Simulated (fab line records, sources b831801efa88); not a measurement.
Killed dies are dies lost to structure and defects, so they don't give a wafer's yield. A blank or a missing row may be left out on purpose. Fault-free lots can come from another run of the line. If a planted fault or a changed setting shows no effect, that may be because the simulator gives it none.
The tool behind it: which one? ; flow sky130 ; Sampling: 24 lots, 72 wafers, 2 of 708 route steps

WHAT THE GAUGES SHOWED, per wafer
SKY_LI_CONTACT_BOW_MEAS_03. Usual: for LI_CONTACT_BOW the level is 56 um and the standard deviation is 6.9.
lot;measured;on;LI_CONTACT_BOW (um);flag
L074;day 27 21:31;film metro-03;59 54 69;
L075;day 28 00:09;film metro-04;61 48 62;
L076;day 28 02:56;film metro-01;51 57 52;
L077;day 29 02:20;film metro-04;59 44 47;
L079;day 29 17:11;film metro-03;55 55 43;
L078;day 29 19:35;film metro-03;60 62 57;
L084;day 32 10:11;film metro-03;53 61 59;
L082;day 32 10:11;film metro-04;52 57 50;
L080;day 32 12:10;film metro-03;58 59 61;
L081;day 32 13:23;film metro-01;58 44 42;
L085;day 32 13:50;film metro-03;55 37 63;
L087;day 32 14:46;film metro-01;60 48 48;
L086;day 32 15:02;film metro-03;51 41 46;
L088;day 32 15:13;film metro-01;53 52 55;
L083;day 32 17:26;film metro-04;62 52 51;
L089;day 32 18:17;film metro-04;50 66 53;
L090;day 33 07:34;film metro-04;59 52 60;
L091;day 33 08:26;film metro-04;55 54 64;
L092;day 33 12:39;film metro-03;59 65 55;
L093;day 34 03:17;film metro-01;53 58 50;
L094;day 34 04:31;film metro-03;55 50 65;
L095;day 34 11:02;film metro-03;58 58 61;
L096;day 36 00:12;film metro-01;63 59 60;
L097;day 36 01:06;film metro-03;61 59 49;

SKY_LI_CONTACT_OVL_MEAS_13. Usual: for LI_CONTACT_OVL the level is -3 nm and the standard deviation is 5.2.
lot;measured;on;LI_CONTACT_OVL (nm);flag
L074;day 29 02:42;overlay-02;1 7 1;
L075;day 29 04:16;overlay-02;-7 -8 -1;
L076;day 29 07:37;overlay-02;-6 1 -5;
L077;day 30 06:33;overlay-02;-7 -6 -2;
L079;day 30 21:26;overlay-02;-8 -4 -5;
L078;day 30 22:59;overlay-02;0 3 -4;
L084;day 33 13:12;overlay-01;-4 -3 0;
L082;day 33 13:13;overlay-02;-10 -8 -5;
L080;day 33 14:08;overlay-01;6 8 1;
L081;day 33 15:52;overlay-01;-4 -4 -5;
L085;day 33 16:35;overlay-02;0 -6 -2;
L087;day 33 17:14;overlay-02;-1 -5 -2;
L086;day 33 18:10;overlay-02;1 -10 -6;
L088;day 33 19:07;overlay-02;5 0 -2;
L083;day 33 19:28;overlay-02;-16 -7 -15;
L089;day 33 20:28;overlay-02;2 -1 -8;
L090;day 34 10:01;overlay-01;-7 -6 -12;
L091;day 34 11:04;overlay-02;4 -2 0;
L092;day 34 15:17;overlay-01;-12 -5 1;
L093;day 35 06:10;overlay-02;-3 -1 -4;
L094;day 35 06:49;overlay-02;-1 -6 -5;
L095;day 35 13:28;overlay-02;-2 6 1;
L096;day 37 02:28;overlay-02;-5 -7 -4;
L097;day 37 02:47;overlay-02;-3 -8 -3;

WHICH TOOL RAN EACH LOT (tool, then ch and the chambers of the sampled wafers, then the start)
There is no process step in the record ahead of these readings.

AS READ BY THE TOOLS THEMSELVES (means over the sampled wafers that have a number; for cases with no such wafer, the mark the record gives instead)
The record holds no such reading with a usual standard deviation.

THE ANSWER, worked out from the rows above alone
Rule: a lot counts as off when the mean over its wafers that have a number is more than 3 standard deviations away from the usual mean. A lot without any number at a reading at which 4 lots or more have one is off too. The other lots that the step has rows for count as sound. Order of review: gauges by route order, followed by the tools' own readings, for which a lot's mean as printed above is used. The first step at which some lot is off is used, and at that step the reading that is off furthest; a lot without a number counts as furthest.
None of the lots is off at any reading shown; this tells nothing.

WHAT HAD BEEN PUT IN BY THE SIMULATOR
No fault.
